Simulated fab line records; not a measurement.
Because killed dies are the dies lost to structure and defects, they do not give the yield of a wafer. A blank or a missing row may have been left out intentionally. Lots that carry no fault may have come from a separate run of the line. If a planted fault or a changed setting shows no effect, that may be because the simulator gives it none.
fab line records ; flow sky130
record: lots: 13; wafers: 39; lastDay: 51
route steps=708 shown METAL2@498 VIA2@507 PAD_OPEN@708
lots that met no fault: taken from a fault-free run of the same line
startH: hours from the record's opening day to when the first of the lot's shown wafers began ; waitH: how many hours have passed since the lot's step before this one ; " as in the row above ; L1.1+2: several wafers, shown together as one row ; - no value, or no start given ; * or withheld: withheld ; < > ~ a bound
route shown NAME@n: NAME is a module with steps in the file, n the number in the route of the first one ; usual: mean/standard deviation taken from wafers without a fault ; same: alike in all rows ; chamber/n: place in a boat ; sites: the reading at each site ; _std_site: standard deviation of those values ; _edge_site: outer sites' mean less inner sites' ; radiusMm: for every site, how far away it sits from the centre of the wafer ; mask NAME#n: copy n ; behind: the last tool/chamber to shape the wafer ; hold: why the lot went on hold/how many hours it stayed there/how the hold came to an end ; device: names the non-switching transistor (n, p or np) ; end of line: the route-end tests of the same wafers ; a step given without rows: its recipe and nothing more ; killed: not the wafer's yield, but the dies lost to structure and defects at the first sort ; map: a wafer's dies, marking killed ones x, the rest . and places with no die _
set.NAME: setting as actually run; set.NAME@STEP: the setting as run at that earlier step ; model.NAME: the simulator's own value behind a step, which no gauge read
a sample of lots followed through the steps of the route, with each step as a table and each wafer as a row
services: when a tool's chamber went out of use (startH, in hours from the record's first day, below 0 if earlier), for how many hours, and the reason
== steps ==
step: SKY_METAL2_CD_MEAS_15
recipe: targetCdNm: 140
usual: cdNm: 140.1/1.6
lot.wafer;tool;chamber;startH;waitH;cdNm
L455.1;cdSem-02;-;805.26;-;140.4
L455.2;cdSem-02;-;805.26;-;139.9
L455.4;cdSem-02;-;805.26;-;140.5
L456.1;cdSem-01;-;828.56;-;137.7
L456.3;cdSem-01;-;828.56;-;137.2
L456.6;cdSem-01;-;828.56;-;137.3
L457.3;cdSem-02;-;847.39;-;140.7
L457.4;cdSem-02;-;847.39;-;140.4
L457.6;cdSem-02;-;847.39;-;142.0
L459.2;cdSem-02;-;851.40;-;139.5
L459.3;cdSem-02;-;851.40;-;140.1
L459.5;cdSem-02;-;851.40;-;140.7
L458.1;cdSem-01;-;855.08;-;141.3
L458.4;cdSem-01;-;855.08;-;141.9
L458.5;cdSem-01;-;855.08;-;143.3
L463.2;cdSem-02;-;890.10;-;142.2
L463.3;cdSem-02;-;890.10;-;143.8
L463.6;cdSem-02;-;890.10;-;143.4
L462.1;cdSem-02;-;894.86;-;139.0
L462.2;cdSem-02;-;894.86;-;139.2
L462.5;cdSem-02;-;894.86;-;139.2
L469.1;cdSem-01;-;941.91;-;140.7
L469.2;cdSem-01;-;941.91;-;140.8
L469.6;cdSem-01;-;941.91;-;140.2
L472.2;cdSem-01;-;945.40;-;142.4
L472.4;cdSem-01;-;945.40;-;141.5
L472.5;cdSem-01;-;945.40;-;141.4
L474.1;cdSem-01;-;961.31;-;139.1
L474.5;cdSem-01;-;961.31;-;136.6
L474.6;cdSem-01;-;961.31;-;139.4
L476.3;cdSem-01;-;971.77;-;139.0
L476.4;cdSem-01;-;971.77;-;139.1
L476.5;cdSem-01;-;971.77;-;139.1
L477.1;cdSem-02;-;976.83;-;139.1
L477.3;cdSem-02;-;976.83;-;139.1
L477.5;cdSem-02;-;976.83;-;139.3
L478.2;cdSem-02;-;989.99;-;139.6
L478.5;cdSem-02;-;989.99;-;140.6
L478.6;cdSem-02;-;989.99;-;139.9
step: SKY_METAL2_DESCUM_17
recipe: chemistry: O2; sourcePowerW: 150; biasPowerW: 0; pressureMtorr: 10; tempC: 40; timeS: 8
usual: drypumpMotorCurrentA: 6.1/0.47; oesProductAu: 0.999/0.0098
lot.wafer;tool;chamber;startH;waitH;drypumpMotorCurrentA;oesProductAu;rfHoursCounterH
L455.1;rieMetal-04;0;805.42;0.0;5.9;1.016;14
L455.2;rieMetal-04;1;805.42;0.0;6.5;1.001;14
L455.4;rieMetal-04;0;805.42;0.0;5.9;1.011;-
L456.1;rieMetal-03;1;828.72;0.0;5.7;1.017;14
L456.3;rieMetal-03;0;828.72;0.0;6.5;0.989;-
L456.6;rieMetal-03;0;828.72;0.0;6.5;0.990;-
L457.3;rieMetal-03;0;847.52;0.0;6.5;1.002;-
L457.4;rieMetal-03;1;847.52;0.0;5.7;1.013;-
L457.6;rieMetal-03;0;847.52;0.0;6.5;0.997;-
L459.2;rieMetal-04;0;851.54;0.0;5.8;1.021;17
L459.3;rieMetal-04;0;851.54;0.0;5.9;1.012;-
L459.5;rieMetal-04;0;851.54;0.0;5.8;1.018;-
L458.1;rieMetal-01;0;855.24;0.0;5.9;1.007;5
L458.4;rieMetal-01;1;855.24;0.0;5.2;0.998;-
L458.5;rieMetal-01;1;855.24;0.0;5.2;1.003;-
L463.2;rieMetal-03;0;890.25;0.0;6.5;0.984;-
L463.3;rieMetal-03;0;890.25;0.0;6.6;0.993;-
L463.6;rieMetal-03;0;890.25;0.0;6.6;0.987;-
L462.1;rieMetal-01;1;895.02;0.0;5.2;0.997;3
L462.2;rieMetal-01;0;895.02;0.0;5.9;0.991;7
L462.5;rieMetal-01;1;895.02;0.0;5.2;1.002;-
L469.1;rieMetal-01;1;942.07;0.0;5.2;0.991;6
L469.2;rieMetal-01;0;942.07;0.0;5.9;0.982;9
L469.6;rieMetal-01;1;942.07;0.0;5.2;0.994;-
L472.2;rieMetal-03;0;945.54;0.0;6.5;0.987;17
L472.4;rieMetal-03;0;945.54;0.0;6.5;0.990;-
L472.5;rieMetal-03;1;945.54;0.0;5.7;1.005;-
L474.1;rieMetal-03;1;961.47;0.0;5.7;1.003;1
L474.5;rieMetal-03;0;961.47;0.0;6.6;0.990;-
L474.6;rieMetal-03;1;961.47;0.0;5.7;1.000;-
L476.3;rieMetal-03;1;971.90;0.0;5.7;1.000;-
L476.4;rieMetal-03;0;971.90;0.0;6.5;0.989;-
L476.5;rieMetal-03;1;971.90;0.0;5.7;1.011;-
L477.1;rieMetal-03;1;976.99;0.0;5.7;1.018;2
L477.3;rieMetal-03;0;976.99;0.0;6.6;0.998;-
L477.5;rieMetal-03;0;976.99;0.0;6.5;0.994;-
L478.2;rieMetal-03;0;990.12;0.0;6.5;0.989;19
L478.5;rieMetal-03;0;990.12;0.0;6.5;0.988;-
L478.6;rieMetal-03;1;990.12;0.0;5.7;0.999;-
step: SKY_VIA2_HDPCVD_00
recipe: material: SiO2; targetThkNm: 1180; sigmaOpenFrac: 0.3; timeS: 196.7; tempC: 400; sih4FlowSccm: 60; pressureMtorr: 6
usual: sih4FlowSccm: 60.00/0.18
lot.wafer;tool;chamber;startH;waitH;sih4FlowSccm
L455.1;hdpcvd-01;0;806.24;0.0;60.17
L455.2;hdpcvd-01;2;806.24;0.0;59.56
L455.4;hdpcvd-01;0;806.24;0.0;60.29
L456.1;hdpcvd-01;2;829.50;0.0;59.95
L456.3;hdpcvd-01;1;829.50;0.0;60.23
L456.6;hdpcvd-01;2;829.50;0.0;60.06
L457.3;hdpcvd-02;0;848.28;0.0;59.95
L457.4;hdpcvd-02;1;848.28;0.0;60.13
L457.6;hdpcvd-02;2;848.28;0.0;60.20
L459.2;hdpcvd-02;1;852.31;0.0;60.06
L459.3;hdpcvd-02;0;852.31;0.0;60.23
L459.5;hdpcvd-02;2;852.31;0.0;59.90
L458.1;hdpcvd-02;1;856.01;0.0;60.01
L458.4;hdpcvd-02;0;856.01;0.0;60.09
L458.5;hdpcvd-02;1;856.01;0.0;59.81
L463.2;hdpcvd-02;0;891.20;0.0;59.64
L463.3;hdpcvd-02;2;891.20;0.0;60.13
L463.6;hdpcvd-02;0;891.20;0.0;59.90
L462.1;hdpcvd-02;2;895.80;0.0;60.06
L462.2;hdpcvd-02;1;895.80;0.0;60.17
L462.5;hdpcvd-02;0;895.80;0.0;59.78
L469.1;hdpcvd-01;0;942.89;0.0;59.99
L469.2;hdpcvd-01;1;942.89;0.0;60.11
L469.6;hdpcvd-01;0;942.89;0.0;60.07
L472.2;hdpcvd-01;2;946.36;0.0;60.01
L472.4;hdpcvd-01;1;946.36;0.0;59.78
L472.5;hdpcvd-01;2;946.36;0.0;59.98
L474.1;hdpcvd-01;0;962.25;0.0;59.87
L474.5;hdpcvd-01;0;962.25;0.0;59.82
L474.6;hdpcvd-01;1;962.25;0.0;59.88
L476.3;hdpcvd-01;1;972.70;0.0;60.02
L476.4;hdpcvd-01;0;972.70;0.0;59.70
L476.5;hdpcvd-01;1;972.70;0.0;59.99
L477.1;hdpcvd-02;0;977.77;0.0;60.13
L477.3;hdpcvd-02;2;977.77;0.0;59.94
L477.5;hdpcvd-02;0;977.77;0.0;60.04
L478.2;hdpcvd-02;1;990.91;0.0;60.11
L478.5;hdpcvd-02;2;990.91;0.0;60.00
L478.6;hdpcvd-02;1;990.91;0.0;60.24
step: SKY_VIA2_THK_MEAS_01
recipe: reads: SiO2_of_VIA2_HDPCVD_00
usual: VIA2_HDPCVD_THK: 1177/13
lot.wafer;tool;chamber;startH;waitH;hold;VIA2_HDPCVD_THK[nm]
L455.1;filmMetro-04;-;806.36;0.1;-;1170
L455.2;filmMetro-04;-;806.36;0.1;-;1177
L455.4;filmMetro-04;-;806.36;0.1;-;1168
L456.1;filmMetro-02;-;829.63;0.1;-;1175
L456.3;filmMetro-02;-;829.63;0.1;-;1165
L456.6;filmMetro-02;-;829.63;0.1;-;1169
L457.3;filmMetro-02;-;848.43;0.1;-;1167
L457.4;filmMetro-02;-;848.43;0.1;-;1173
L457.6;filmMetro-02;-;848.43;0.1;-;1187
L459.2;filmMetro-04;-;852.45;0.1;-;1188
L459.3;filmMetro-04;-;852.45;0.1;-;1181
L459.5;filmMetro-04;-;852.45;0.1;-;1185
L458.1;filmMetro-02;-;856.14;0.1;-;1191
L458.4;filmMetro-02;-;856.14;0.1;-;1194
L458.5;filmMetro-02;-;856.14;0.1;-;1184
L463.2;filmMetro-02;-;891.33;0.1;awaitDispo/0.2h/release;2143
L463.3;filmMetro-02;-;891.33;0.1;awaitDispo/0.2h/release;2169
L463.6;filmMetro-02;-;891.33;0.1;awaitDispo/0.2h/release;2155
L463.2;filmMetro-02;-;891.56;0.2;-;2144
L463.3;filmMetro-02;-;891.56;0.2;-;2168
L463.6;filmMetro-02;-;891.56;0.2;-;2153
L462.1;filmMetro-03;-;895.92;0.1;awaitDispo/0.2h/release;2159
L462.2;filmMetro-03;-;895.92;0.1;awaitDispo/0.2h/release;2154
L462.5;filmMetro-03;-;895.92;0.1;awaitDispo/0.2h/release;2147
L462.1;filmMetro-03;-;896.15;0.2;-;2162
L462.2;filmMetro-03;-;896.15;0.2;-;2154
L462.5;filmMetro-03;-;896.15;0.2;-;2146
L469.1;filmMetro-04;-;943.02;0.1;-;1173
L469.2;filmMetro-04;-;943.02;0.1;-;1160
L469.6;filmMetro-04;-;943.02;0.1;-;1163
L472.2;filmMetro-04;-;946.49;0.1;-;1177
L472.4;filmMetro-04;-;946.49;0.1;-;1166
L472.5;filmMetro-04;-;946.49;0.1;-;1164
L474.1;filmMetro-02;-;962.38;0.1;-;1170
L474.5;filmMetro-02;-;962.38;0.1;-;1168
L474.6;filmMetro-02;-;962.38;0.1;-;1180
L476.3;filmMetro-03;-;972.85;0.1;-;1175
L476.4;filmMetro-03;-;972.85;0.1;-;1167
L476.5;filmMetro-03;-;972.85;0.1;-;1162
L477.1;filmMetro-04;-;977.90;0.1;-;1172
L477.3;filmMetro-04;-;977.90;0.1;-;1194
L477.5;filmMetro-04;-;977.90;0.1;-;1178
L478.2;filmMetro-02;-;991.04;0.1;-;1166
L478.5;filmMetro-02;-;991.04;0.1;-;1186
L478.6;filmMetro-02;-;991.04;0.1;-;1169
step: SKY_VIA2_SPUTTER_20
recipe: material: TiN; targetThkNm: 20; chamberPressurePa: 5; powerW: 4000; timeS: 80
usual: throttleValvePct: 29.5/1.2
lot.wafer;tool;chamber;startH;waitH;throttleValvePct
L455.1;pvdSputter-03;-;834.56;0.0;30.6
L455.2;pvdSputter-03;-;834.56;0.0;29.0
L455.4;pvdSputter-03;-;834.56;0.0;27.6
L456.1;pvdSputter-04;-;857.55;0.0;29.2
L456.3;pvdSputter-04;-;857.55;0.0;28.4
L456.6;pvdSputter-04;-;857.55;0.0;28.4
L457.3;pvdSputter-04;-;876.17;0.0;28.5
L457.4;pvdSputter-04;-;876.17;0.0;30.3
L457.6;pvdSputter-04;-;876.17;0.0;28.6
L459.2;pvdSputter-04;-;878.85;0.0;29.1
L459.3;pvdSputter-04;-;878.85;0.0;28.2
L459.5;pvdSputter-04;-;878.85;0.0;28.5
L458.1;pvdSputter-04;-;883.45;0.0;28.1
L458.4;pvdSputter-04;-;883.45;0.0;30.5
L458.5;pvdSputter-04;-;883.45;0.0;30.3
L469.1;pvdSputter-03;-;968.77;0.0;31.0
L469.2;pvdSputter-03;-;968.77;0.0;27.7
L469.6;pvdSputter-03;-;968.77;0.0;31.0
L472.2;pvdSputter-03;-;971.86;0.0;28.7
L472.4;pvdSputter-03;-;971.86;0.0;30.9
L472.5;pvdSputter-03;-;971.86;0.0;28.8
L474.1;pvdSputter-03;-;987.42;0.0;30.8
L474.5;pvdSputter-03;-;987.42;0.0;28.6
L474.6;pvdSputter-03;-;987.42;0.0;27.7
L476.3;pvdSputter-04;-;997.81;0.0;28.4
L476.4;pvdSputter-04;-;997.81;0.0;29.6
L476.5;pvdSputter-04;-;997.81;0.0;28.7
L477.1;pvdSputter-04;-;1002.78;0.0;30.2
L477.3;pvdSputter-04;-;1002.78;0.0;29.6
L477.5;pvdSputter-04;-;1002.78;0.0;29.7
L478.2;pvdSputter-04;-;1015.73;0.0;30.0
L478.5;pvdSputter-04;-;1015.73;0.0;28.5
L478.6;pvdSputter-04;-;1015.73;0.0;29.0
step: SKY_PAD_OPEN_PROBE_99
usual: defectLimitedYield: 82.4/2.1; killed_at_M0_to_M3: 44/7.4; killed_at_M4_up: 3.2/2; killedAtContacts: 24/5.1; killedAtFrontEnd: 15/4.8; killedAtOther: 0.2/0.46; killedDies: 86/10; killedOpen: 47/7.5; killedShort: 39/7; sort_bin_3_pad_short: 0.9/0.4; sort_bin_5_function: 10.4/1.5; sort_bin_6_memory: 6.3/1.2; sortNPass: 406/10; sortYieldPct: 82.4/2.1
same: grossDies: 492; killedAtBackSide: 0; sort_bin_4_leakage[%]: 0; sort_bin_8_speed[%]: 0
lot.wafer;tool;chamber;startH;waitH;defectLimitedYield[%];killed_at_M0_to_M3;killed_at_M4_up;killedAtContacts;killedAtFrontEnd;killedAtOther;killedDies;killedOpen;killedShort;sort_bin_3_pad_short[%];sort_bin_5_function[%];sort_bin_6_memory[%];sortNPass;sortYieldPct[%]
L469.1;prober-01;-;1169.21;0.1;83.9;38;4;19;18;0;79;43;36;1.0;9.1;5.9;413;83.9
L469.2;prober-01;-;1169.26;0.1;78.0;55;6;35;12;0;108;62;46;1.8;12.2;7.9;384;78.0
L469.6;prober-01;-;1169.46;0.2;83.7;41;6;18;15;0;80;44;36;0.8;8.5;6.9;412;83.7
killed by level:class
L469.1 VIA1:geometricParticle:open=13 VIA3:geometricParticle:open=7 LI_CONTACT:geometricParticle:open=6 CONTACT:geometricParticle:open=6 METAL2:geometricParticle:short=6 FIELD_ISO:geometricParticle:open=5 POLY_GATE:geometricParticle:short=5 CONTACT:geometricParticle:short=4
L469.2 VIA1:geometricParticle:open=18 CONTACT:geometricParticle:open=13 LI_CONTACT:geometricParticle:open=10 VIA1:geometricParticle:short=9 VIA3:geometricParticle:open=8 METAL1:geometricParticle:short=7 FIELD_ISO:geometricParticle:open=6 LI_CONTACT:geometricParticle:short=5
L469.6 FIELD_ISO:geometricParticle:open=8 CONTACT:geometricParticle:open=7 METAL2:geometricParticle:short=7 METAL1:geometricParticle:short=7 VIA1:geometricParticle:open=5 VIA3:geometricParticle:open=5 VIA2:geometricParticle:open=5 LI_CONTACT:geometricParticle:open=4
== services ==
tool;chamber;startH;hours;kind
hdpcvd-02;-;785.33;0.2;repair
hdpcvd-01;2;797.32;6.2;repair
rieMetal-03;-;811.15;1.4;pm
hdpcvd-01;0;812.92;6.5;repair
pvdSputter-03;-;824.89;4.6;repair
pvdSputter-04;3;832.59;-;consumableReplace:kit
pvdSputter-04;3;832.59;18.0;scheduledDown
pvdSputter-04;3;832.59;18.0;ventCycle
hdpcvd-02;-;867.18;5.5;pm
rieMetal-04;0;870.25;25.8;repair
rieMetal-03;1;871.88;21.5;repair
hdpcvd-01;2;887.07;5.7;repair
hdpcvd-01;-;891.13;0.3;repair
hdpcvd-02;-;900.40;4.3;pm
rieMetal-03;0;904.62;22.3;repair
rieMetal-03;1;914.71;3.7;repair
rieMetal-03;1;926.94;-;clean
rieMetal-03;1;926.94;17.3;scheduledDown
rieMetal-03;1;926.94;17.3;ventCycle
hdpcvd-02;-;950.25;15.0;pm
hdpcvd-02;0;950.25;15.0;ventCycle
hdpcvd-02;1;950.25;15.0;ventCycle
hdpcvd-02;-;1007.24;2.0;repair
hdpcvd-02;-;1008.46;0.4;repair
== key ==
firstSign: step: SKY_VIA2_THK_MEAS_01; reading: visit; direction: added
effect: step: SKY_VIA2_THK_MEAS_01; reading: VIA2_HDPCVD_THK; direction: up; sigmas: 73; usual: 1177; struck: 2155
metAt SKY_VIA2_HDPCVD_00
struckLots L462,L463
scrappedBehind SKY_VIA2_THK_MEAS_01 L462.1,L462.2,L462.5,L463.2,L463.3,L463.6
notActingAt SKY_METAL2_CD_MEAS_15,SKY_METAL2_DESCUM_17,SKY_VIA2_SPUTTER_20
onsetBetween 856.01 891.20
fault: kind: processParameterDrift; tool: hdpcvd-02; chamber: -; onsetH: 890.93; steps: SKY_VIA2_HDPCVD_00; channel: targetThkNm; offset: 968.16; shape: step; endH: 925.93; actsIn: theseRecipesOnly; stated: 1180
